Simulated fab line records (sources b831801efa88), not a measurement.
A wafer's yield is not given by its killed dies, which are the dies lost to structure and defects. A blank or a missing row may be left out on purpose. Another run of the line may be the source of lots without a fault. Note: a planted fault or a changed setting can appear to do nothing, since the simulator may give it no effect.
fab line records	flow gf180mcu
record lots=24	wafers=72	lastDay=34
route steps=602 shown V2@383 V3@444 M4@459 V4@502 TOP_METAL@571
lots that met no fault: taken from a fault-free run of the same line
startH: hours from the record's first day to the start of the lot's first wafer shown	waitH: time in hours since the lot's previous step	" as in the row above	L1.1+2: several wafers, shown together as one row	- value missing, or start not given	* or withheld: withheld	< > ~ a bound
route shown NAME@n: NAME is a module with steps in the file, n the number in the route of the first one	usual: mean/standard deviation of fault-free wafers	same: alike in all rows	chamber/n: place in a boat	sites: readings site by site	_std_site: the values' standard deviation	_edge_site: inner sites' mean taken away from outer sites' mean	radiusMm: for every site, how far away it sits from the centre of the wafer	mask NAME#n: copy n	behind: tool/chamber where the wafer was last shaped	hold: why the lot went on hold/how many hours it stayed there/how the hold came to an end	device: whichever transistor did not switch (one of n, p or np)	end of line: the tests these same wafers got at the end of their route	step lacking rows: just its recipe	killed: dies that structure and defects cost at the first sort, which is not the same as the wafer's yield	map: shows each die of a wafer: x if killed, . if not, _ if none is there
set.NAME: the setting that was run; set.NAME@STEP: the one run at that earlier step	model.NAME: the simulator's own value behind a step, which no gauge read
one table for each step of the route and one row for each wafer, over a sample of lots
services: from which hour (startH, from the record's first day; less than 0 if before it) a tool's chamber was out of use, for how many hours, and why
## steps
# step GF_V2_THK_MEAS_01
# recipe reads=SiO2_of_V2_CVD_00
# usual V2_CVD_00_THK=601/6.1
lot.wafer	tool	chamber	startH	waitH	V2_CVD_00_THK[nm]
L074.3	filmMetro-02	-	440.72	0.1	611
L074.5	"	-	"	"	604
L074.6	"	-	"	"	611
L075.2	filmMetro-01	-	448.88	0.0	590
L075.5	"	-	"	"	598
L075.6	"	-	"	"	600
L076.2	filmMetro-03	-	451.54	0.1	611
L076.3	"	-	"	"	608
L076.6	"	-	"	"	602
L077.1	filmMetro-02	-	462.87	0.0	599
L077.4	"	-	"	"	600
L077.5	"	-	"	"	595
L078.2	filmMetro-03	-	466.34	0.0	601
L078.3	"	-	"	"	597
L078.4	"	-	"	"	588
L080.1	filmMetro-02	-	499.29	0.0	604
L080.3	"	-	"	"	599
L080.4	"	-	"	"	597
L079.1	filmMetro-02	-	501.54	0.0	596
L079.2	"	-	"	"	597
L079.5	"	-	"	"	597
L081.1	filmMetro-03	-	504.74	0.0	609
L081.2	"	-	"	"	612
L081.3	"	-	"	"	607
L082.1	filmMetro-02	-	509.47	0.0	603
L082.4	"	-	"	"	605
L082.6	"	-	"	"	602
L083.3	filmMetro-03	-	528.20	0.1	609
L083.4	"	-	"	"	612
L083.6	"	-	"	"	603
L085.1	filmMetro-02	-	534.30	0.0	603
L085.3	"	-	"	"	611
L085.4	"	-	"	"	604
L084.1	filmMetro-03	-	535.27	0.0	602
L084.3	"	-	"	"	606
L084.5	"	-	"	"	611
L086.1	filmMetro-02	-	540.42	0.0	601
L086.4	"	-	"	"	597
L086.5	"	-	"	"	589
L087.1	filmMetro-03	-	544.27	0.0	603
L087.3	"	-	"	"	609
L087.4	"	-	"	"	596
L088.3	filmMetro-02	-	562.74	0.1	609
L088.4	"	-	"	"	597
L088.6	"	-	"	"	601
L090.1	filmMetro-01	-	577.90	0.0	597
L090.4	"	-	"	"	606
L090.6	"	-	"	"	600
L089.1	filmMetro-02	-	579.23	0.0	609
L089.3	"	-	"	"	595
L089.5	"	-	"	"	599
L091.3	filmMetro-01	-	595.85	0.1	604
L091.4	"	-	"	"	602
L091.6	"	-	"	"	607
L092.2	filmMetro-02	-	596.61	0.0	600
L092.3	"	-	"	"	605
L092.6	"	-	"	"	607
L093.1	filmMetro-03	-	596.99	0.0	603
L093.2	"	-	"	"	605
L093.5	"	-	"	"	600
L094.2	filmMetro-02	-	618.77	0.1	606
L094.3	"	-	"	"	606
L094.6	"	-	"	"	595
L096.1	filmMetro-03	-	622.52	0.0	592
L096.2	"	-	"	"	604
L096.6	"	-	"	"	601
L095.1	filmMetro-03	-	624.12	0.0	588
L095.3	"	-	"	"	606
L095.4	"	-	"	"	603
L097.1	filmMetro-01	-	629.93	0.0	594
L097.5	"	-	"	"	600
L097.6	"	-	"	"	594
# step GF_V3_OVL_MEAS_15
# usual V3_OVL=-3/5.3
lot.wafer	tool	chamber	startH	waitH	V3_OVL[nm]
L074.3	overlay-01	-	517.60	0.1	-9
L074.5	"	-	"	"	-7
L074.6	"	-	"	"	-9
L075.2	overlay-01	-	524.35	0.1	-4
L075.5	"	-	"	"	3
L075.6	"	-	"	"	-7
L076.2	overlay-01	-	527.06	0.1	1
L076.3	"	-	"	"	-4
L076.6	"	-	"	"	4
L077.1	overlay-01	-	536.50	0.1	-5
L077.4	"	-	"	"	-12
L077.5	"	-	"	"	-4
L078.2	overlay-01	-	540.26	0.1	1
L078.3	"	-	"	"	3
L078.4	"	-	"	"	7
L080.1	overlay-01	-	570.95	0.1	-4
L080.3	"	-	"	"	-2
L080.4	"	-	"	"	1
L079.1	overlay-01	-	573.25	0.1	-5
L079.2	"	-	"	"	-3
L079.5	"	-	"	"	1
L081.1	overlay-02	-	575.89	0.1	3
L081.2	"	-	"	"	1
L081.3	"	-	"	"	1
L082.1	overlay-01	-	580.70	0.1	-2
L082.4	"	-	"	"	0
L082.6	"	-	"	"	-6
L083.3	overlay-02	-	597.20	0.1	5
L083.4	"	-	"	"	-3
L083.6	"	-	"	"	-6
L085.1	overlay-02	-	603.00	0.1	-6
L085.3	"	-	"	"	-6
L085.4	"	-	"	"	-15
L084.1	overlay-01	-	604.68	0.1	2
L084.3	"	-	"	"	-3
L084.5	"	-	"	"	2
L086.1	overlay-01	-	608.25	0.1	2
L086.4	"	-	"	"	-5
L086.5	"	-	"	"	1
L087.1	overlay-01	-	611.09	0.1	-6
L087.3	"	-	"	"	-4
L087.4	"	-	"	"	-12
L088.3	overlay-02	-	628.21	0.1	-3
L088.4	"	-	"	"	-4
L088.6	"	-	"	"	3
L090.1	overlay-02	-	642.65	0.1	0
L090.4	"	-	"	"	-3
L090.6	"	-	"	"	-6
L089.1	overlay-02	-	645.64	0.1	-7
L089.3	"	-	"	"	-2
L089.5	"	-	"	"	-1
L091.3	overlay-02	-	659.86	0.1	6
L091.4	"	-	"	"	10
L091.6	"	-	"	"	1
L092.2	overlay-02	-	660.86	0.1	0
L092.3	"	-	"	"	-2
L092.6	"	-	"	"	0
L093.1	overlay-01	-	661.20	0.1	-1
L093.2	"	-	"	"	6
L093.5	"	-	"	"	9
L094.2	overlay-02	-	681.00	0.1	-14
L094.3	"	-	"	"	-15
L094.6	"	-	"	"	-10
L096.1	overlay-02	-	685.99	0.1	0
L096.2	"	-	"	"	-7
L096.6	"	-	"	"	-8
L095.1	overlay-01	-	686.34	0.1	-5
L095.3	"	-	"	"	-8
L095.4	"	-	"	"	-9
L097.1	overlay-02	-	691.79	0.1	-2
L097.5	"	-	"	"	-12
L097.6	"	-	"	"	-13
# step GF_V3_SPUTTER_21
# recipe material=Ti	targetThkNm=15	chamberPressurePa=5	powerW=2500	substrateTempC=200	timeS=80.02
# usual throttleValvePct=29.7/0.65
lot.wafer	tool	chamber	startH	waitH	throttleValvePct
L074.3	pvdSputter-04	-	518.29	0.0	29.1
L074.5	"	-	"	"	29.3
L074.6	"	-	"	"	29.6
L075.2	pvdSputter-04	-	525.04	0.0	29.2
L075.5	"	-	"	"	30.6
L075.6	"	-	"	"	30.5
L076.2	pvdSputter-02	-	527.75	0.0	30.4
L076.3	"	-	"	"	30.2
L076.6	"	-	"	"	30.0
L077.1	pvdSputter-01	-	537.20	0.0	29.7
L077.4	"	-	"	"	29.2
L077.5	"	-	"	"	28.9
L078.2	pvdSputter-04	-	540.95	0.0	29.2
L078.3	"	-	"	"	28.9
L078.4	"	-	"	"	30.3
L080.1	pvdSputter-04	-	571.64	0.0	30.5
L080.3	"	-	"	"	29.1
L080.4	"	-	"	"	30.4
L079.1	pvdSputter-01	-	573.99	0.0	29.6
L079.2	"	-	"	"	29.1
L079.5	"	-	"	"	29.3
L081.1	pvdSputter-01	-	576.62	0.0	29.3
L081.2	"	-	"	"	29.9
L081.3	"	-	"	"	29.6
L082.1	pvdSputter-02	-	581.46	0.0	30.3
L082.4	"	-	"	"	28.9
L082.6	"	-	"	"	29.0
L083.3	pvdSputter-02	-	597.89	0.0	28.6
L083.4	"	-	"	"	28.7
L083.6	"	-	"	"	30.2
L085.1	pvdSputter-02	-	603.72	0.0	28.7
L085.3	"	-	"	"	30.2
L085.4	"	-	"	"	30.5
L084.1	pvdSputter-04	-	605.38	0.0	30.4
L084.3	"	-	"	"	29.1
L084.5	"	-	"	"	30.5
L086.1	pvdSputter-04	-	608.98	0.0	30.5
L086.4	"	-	"	"	29.0
L086.5	"	-	"	"	30.4
L087.1	pvdSputter-01	-	611.79	0.0	29.5
L087.3	"	-	"	"	29.2
L087.4	"	-	"	"	30.3
L088.3	pvdSputter-01	-	628.90	0.0	29.2
L088.4	"	-	"	"	29.8
L088.6	"	-	"	"	30.5
L090.1	pvdSputter-02	-	643.36	0.0	30.4
L090.4	"	-	"	"	28.8
L090.6	"	-	"	"	30.5
L089.1	pvdSputter-01	-	646.34	0.0	29.7
L089.3	"	-	"	"	29.8
L089.5	"	-	"	"	29.9
L091.3	pvdSputter-04	-	660.54	0.0	29.4
L091.4	"	-	"	"	29.0
L091.6	"	-	"	"	29.0
L092.2	pvdSputter-04	-	661.58	0.0	30.7
L092.3	"	-	"	"	29.1
L092.6	"	-	"	"	30.5
L093.1	pvdSputter-01	-	661.90	0.0	29.5
L093.2	"	-	"	"	29.8
L093.5	"	-	"	"	29.2
L094.2	pvdSputter-01	-	681.70	0.0	29.0
L094.3	"	-	"	"	30.6
L094.6	"	-	"	"	29.8
L096.1	pvdSputter-01	-	686.70	0.0	29.2
L096.2	"	-	"	"	30.0
L096.6	"	-	"	"	30.6
L095.1	pvdSputter-02	-	687.08	0.0	28.5
L095.3	"	-	"	"	30.5
L095.4	"	-	"	"	30.1
L097.1	pvdSputter-01	-	692.52	0.0	29.3
L097.5	"	-	"	"	29.7
L097.6	"	-	"	"	29.1
# step GF_M4_SPUTTER_03
# recipe material=Ti	targetThkNm=10	substrateTempC=300	chamberPressurePa=0.3	powerW=3000	timeS=6.7
# usual throttleValvePct=30.3/1.2
lot.wafer	tool	chamber	startH	waitH	throttleValvePct
L074.3	pvdSputter-01	-	519.14	0.0	29.4
L074.5	"	-	"	"	30.0
L074.6	"	-	"	"	29.5
L075.2	pvdSputter-02	-	525.94	0.0	30.2
L075.5	"	-	"	"	30.5
L075.6	"	-	"	"	28.7
L076.2	pvdSputter-01	-	528.60	0.0	30.0
L076.3	"	-	"	"	30.4
L076.6	"	-	"	"	29.6
L077.1	pvdSputter-03	-	538.05	0.0	28.7
L077.4	"	-	"	"	32.1
L077.5	"	-	"	"	31.6
L078.2	pvdSputter-02	-	541.80	0.0	28.7
L078.3	"	-	"	"	30.4
L078.4	"	-	"	"	30.4
L080.1	pvdSputter-02	-	572.61	0.0	29.1
L080.3	"	-	"	"	28.5
L080.4	"	-	"	"	30.1
L079.1	pvdSputter-01	-	574.84	0.0	30.7
L079.2	"	-	"	"	29.5
L079.5	"	-	"	"	29.5
L081.1	pvdSputter-02	-	577.47	0.0	28.9
L081.2	"	-	"	"	30.3
L081.3	"	-	"	"	28.9
L082.1	pvdSputter-03	-	582.31	0.0	31.7
L082.4	"	-	"	"	32.1
L082.6	"	-	"	"	32.0
L083.3	pvdSputter-01	-	598.85	0.0	30.5
L083.4	"	-	"	"	29.2
L083.6	"	-	"	"	30.0
L085.1	pvdSputter-03	-	604.58	0.0	32.0
L085.3	"	-	"	"	32.0
L085.4	"	-	"	"	31.4
L084.1	pvdSputter-03	-	606.23	0.0	28.9
L084.3	"	-	"	"	32.1
L084.5	"	-	"	"	32.1
L086.1	pvdSputter-03	-	609.83	0.0	31.5
L086.4	"	-	"	"	32.2
L086.5	"	-	"	"	31.8
L087.1	pvdSputter-02	-	612.64	0.0	29.9
L087.3	"	-	"	"	30.5
L087.4	"	-	"	"	29.0
L088.3	pvdSputter-03	-	629.75	0.0	31.5
L088.4	"	-	"	"	28.8
L088.6	"	-	"	"	31.6
L090.1	pvdSputter-03	-	645.48	0.0	28.8
L090.4	"	-	"	"	32.0
L090.6	"	-	"	"	29.1
L089.1	pvdSputter-02	-	647.20	0.0	29.1
L089.3	"	-	"	"	28.7
L089.5	"	-	"	"	30.2
L091.3	pvdSputter-02	-	661.62	0.0	28.6
L091.4	"	-	"	"	30.2
L091.6	"	-	"	"	29.1
L092.2	pvdSputter-02	-	662.52	0.0	29.0
L092.3	"	-	"	"	28.8
L092.6	"	-	"	"	28.8
L093.1	pvdSputter-03	-	662.82	0.0	31.9
L093.2	"	-	"	"	32.1
L093.5	"	-	"	"	32.2
L094.2	pvdSputter-03	-	682.55	0.0	29.1
L094.3	"	-	"	"	32.3
L094.6	"	-	"	"	32.1
L096.1	pvdSputter-02	-	687.55	0.0	30.1
L096.2	"	-	"	"	29.0
L096.6	"	-	"	"	30.1
L095.1	pvdSputter-03	-	687.93	0.0	31.8
L095.3	"	-	"	"	31.6
L095.4	"	-	"	"	28.8
L097.1	pvdSputter-02	-	693.37	0.0	28.7
L097.5	"	-	"	"	29.1
L097.6	"	-	"	"	30.2
# step GF_V4_CMP_26
# recipe stopOn=SiO2	downForcePsi=3.5	platenRpm=60	tOverpolishS=15	targetThkNm=0	padVelocityMS=0.94248
# usual motorCurrentA=10.8/1.3	overpolishRunS=15.000/0.0093	timeToEndpointS=85/3.8
lot.wafer	tool	chamber	startH	waitH	motorCurrentA	overpolishRunS	timeToEndpointS
L074.3	cmp-01	0	566.32	0.1	10.6	15.016	81
L074.5	"	3	"	"	9.6	15.002	80
L074.6	"	0	"	"	11.1	15.005	78
L075.2	cmp-01	2	573.49	0.2	11.7	14.979	81
L075.6	"	0	"	"	11.7	14.990	77
L075.5	"	1	"	"	11.5	14.980	80
L076.2	cmp-01	0	575.87	0.3	11.0	14.996	84
L076.3	"	2	"	"	11.6	14.988	80
L076.6	"	1	"	"	11.3	14.994	86
L077.4	cmp-02	2	584.60	0.0	13.5	14.991	85
L077.1	"	1	"	"	9.1	14.990	94
L077.5	"	3	"	"	10.0	15.009	88
L078.4	cmp-02	2	587.26	0.0	13.2	15.009	80
L078.2	"	3	"	"	10.5	14.999	88
L078.3	"	1	"	"	8.9	15.021	91
L080.1	cmp-01	2	617.74	0.1	12.6	15.000	86
L080.4	"	3	"	"	10.0	14.988	84
L080.3	"	0	"	"	11.6	14.989	87
L079.1	cmp-02	3	618.76	0.1	9.8	14.989	86
L079.2	"	0	"	"	10.9	15.024	94
L079.5	"	0	"	"	10.0	14.982	88
L081.1	cmp-02	1	622.54	0.1	8.7	14.995	91
L081.3	"	2	"	"	12.1	15.000	81
L081.2	"	3	"	"	9.6	14.985	88
L082.4	cmp-02	1	627.72	0.0	8.7	15.000	89
L082.1	"	2	"	"	11.8	15.006	81
L082.6	"	2	"	"	12.9	15.009	77
L083.4	cmp-02	2	643.84	0.2	12.6	15.013	84
L083.3	"	3	"	"	9.7	14.998	85
L083.6	"	0	"	"	9.4	15.008	86
L085.4	cmp-01	2	647.64	0.2	12.2	15.004	84
L085.1	"	3	"	"	9.6	15.008	84
L085.3	"	0	"	"	11.4	15.005	85
L084.1	cmp-01	3	649.99	0.1	10.1	14.992	81
L084.3	"	0	"	"	11.0	14.996	89
L084.5	"	2	"	"	12.2	14.985	84
L086.1	cmp-01	0	653.86	0.1	10.5	14.998	88
L086.4	"	1	"	"	12.3	14.984	88
L086.5	"	2	"	"	12.3	14.990	85
L087.1	cmp-01	3	655.02	0.1	9.7	14.999	81
L087.3	"	0	"	"	11.0	15.004	85
L087.4	"	2	"	"	12.5	15.010	85
L088.4	cmp-01	3	671.19	0.1	10.0	15.001	83
L088.3	"	1	"	"	11.4	14.997	88
L088.6	"	2	"	"	12.0	14.992	85
L090.4	cmp-02	1	686.56	0.0	8.8	14.984	92
L090.1	"	3	"	"	9.5	14.999	86
L090.6	"	2	"	"	12.0	15.005	80
L089.3	cmp-02	3	687.99	0.1	9.7	14.993	85
L089.1	"	0	"	"	10.5	15.015	90
L089.5	"	2	"	"	12.3	14.999	82
L091.3	cmp-02	3	701.66	0.1	10.0	14.997	87
L091.4	"	1	"	"	8.9	15.013	89
L091.6	"	2	"	"	12.7	15.007	79
L092.2	cmp-02	0	703.08	0.0	9.9	15.003	90
L092.3	"	3	"	"	9.5	15.010	86
L092.6	"	0	"	"	10.4	14.990	89
L093.1	cmp-01	3	703.38	0.1	10.3	14.975	80
L093.2	"	2	"	"	11.9	15.002	79
L093.5	"	0	"	"	11.5	14.983	79
L094.2	cmp-02	1	721.98	0.1	8.8	14.994	87
L094.3	"	3	"	"	10.0	15.012	86
L094.6	"	1	"	"	9.1	15.017	90
L096.2	cmp-01	2	726.68	0.0	12.1	15.001	83
L096.1	"	1	"	"	12.1	15.010	92
L096.6	"	3	"	"	9.6	15.017	84
L095.3	cmp-02	1	726.88	0.0	8.9	14.990	88
L095.1	"	3	"	"	9.4	15.000	80
L095.4	"	0	"	"	10.2	15.003	86
L097.1	cmp-02	2	731.91	0.1	11.9	14.994	79
L097.6	"	0	"	"	9.9	14.995	83
L097.5	"	1	"	"	8.6	14.986	90
# step GF_TOP_METAL_SPUTTER_04
# recipe material=TiN	targetThkNm=25	powerW=6500	timeS=20.8	chamberPressurePa=0.4
# usual throttleValvePct=30.2/1.1
lot.wafer	tool	chamber	startH	waitH	throttleValvePct
L074.3	pvdSputter-01	-	633.06	0.0	29.1
L074.5	"	-	"	"	30.6
L074.6	"	-	"	"	29.1
L075.2	pvdSputter-01	-	639.13	0.0	29.8
L075.5	"	-	"	"	29.7
L075.6	"	-	"	"	29.7
L076.2	pvdSputter-03	-	642.14	0.0	31.6
L076.3	"	-	"	"	31.8
L076.6	"	-	"	"	28.9
L077.1	pvdSputter-02	-	649.79	0.0	30.2
L077.4	"	-	"	"	28.9
L077.5	"	-	"	"	29.0
L078.2	pvdSputter-03	-	652.71	0.0	31.9
L078.3	"	-	"	"	31.4
L078.4	"	-	"	"	31.5
L080.1	pvdSputter-01	-	680.18	0.0	30.3
L080.3	"	-	"	"	29.7
L080.4	"	-	"	"	29.3
L079.1	pvdSputter-03	-	681.96	0.0	31.6
L079.2	"	-	"	"	32.0
L079.5	"	-	"	"	32.1
L081.1	pvdSputter-01	-	685.39	0.0	29.6
L081.2	"	-	"	"	29.0
L081.3	"	-	"	"	29.6
L082.1	pvdSputter-02	-	690.67	0.0	30.2
L082.4	"	-	"	"	30.2
L082.6	"	-	"	"	28.7
L083.3	pvdSputter-03	-	705.08	0.0	32.0
L083.4	"	-	"	"	28.9
L083.6	"	-	"	"	32.1
L085.1	pvdSputter-02	-	708.81	0.0	28.5
L085.3	"	-	"	"	30.3
L085.4	"	-	"	"	30.2
L084.1	pvdSputter-02	-	710.28	0.0	30.3
L084.3	"	-	"	"	29.2
L084.5	"	-	"	"	30.5
L086.1	pvdSputter-01	-	713.56	0.0	30.5
L086.4	"	-	"	"	29.8
L086.5	"	-	"	"	30.6
L087.1	pvdSputter-03	-	714.37	0.0	28.9
L087.3	"	-	"	"	32.1
L087.4	"	-	"	"	31.9
L088.3	pvdSputter-03	-	731.21	0.0	28.8
L088.4	"	-	"	"	32.3
L088.6	"	-	"	"	32.0
L090.1	pvdSputter-02	-	743.60	0.0	28.5
L090.4	"	-	"	"	30.5
L090.6	"	-	"	"	30.3
L089.1	pvdSputter-03	-	746.21	0.0	31.2
L089.3	"	-	"	"	31.9
L089.5	"	-	"	"	31.5
L091.3	pvdSputter-01	-	757.51	0.0	29.9
L091.4	"	-	"	"	29.7
L091.6	"	-	"	"	29.4
L092.2	pvdSputter-01	-	758.60	0.0	29.5
L092.3	"	-	"	"	30.6
L092.6	"	-	"	"	29.7
L093.1	pvdSputter-03	-	758.93	0.0	31.4
L093.2	"	-	"	"	32.1
L093.5	"	-	"	"	31.9
L094.2	pvdSputter-01	-	775.11	0.0	29.7
L094.3	"	-	"	"	30.2
L094.6	"	-	"	"	30.1
L096.1	pvdSputter-01	-	780.60	0.0	30.0
L096.2	"	-	"	"	29.6
L096.6	"	-	"	"	29.8
L095.1	pvdSputter-01	-	782.00	0.0	30.6
L095.3	"	-	"	"	29.9
L095.4	"	-	"	"	29.2
L097.1	pvdSputter-02	-	784.76	0.0	28.7
L097.5	"	-	"	"	29.2
L097.6	"	-	"	"	30.5
## services
tool	chamber	startH	hours	kind
cmp-01	-	514.98	1.4	repair
cmp-01	-	522.86	3.8	pm
cmp-02	-	542.64	2.3	repair
pvdSputter-02	-	546.47	0.5	repair
pvdSputter-02	-	559.22	5.7	repair
cmp-02	-	572.10	4.0	pm
pvdSputter-02	-	579.01	2.2	repair
pvdSputter-01	-	584.12	4.6	repair
cmp-02	-	591.76	0.2	repair
cmp-02	-	597.28	11.3	repair
cmp-02	-	607.54	2.5	repair
pvdSputter-03	-	635.64	3.7	repair
cmp-01	-	642.70	2.3	repair
pvdSputter-02	-	670.83	13.1	repair
cmp-02	-	694.06	1.0	repair
cmp-01	-	709.55	3.5	repair
cmp-02	-	714.24	2.5	repair
cmp-02	-	719.33	1.7	repair
cmp-01	-	744.53	4.0	pm
pvdSputter-02	-	756.53	2.2	repair
pvdSputter-01	-	766.15	2.2	repair
cmp-02	-	773.22	4.9	pm
pvdSputter-02	-	776.10	2.7	repair
pvdSputter-03	-	781.45	3.5	repair
## key
fault none
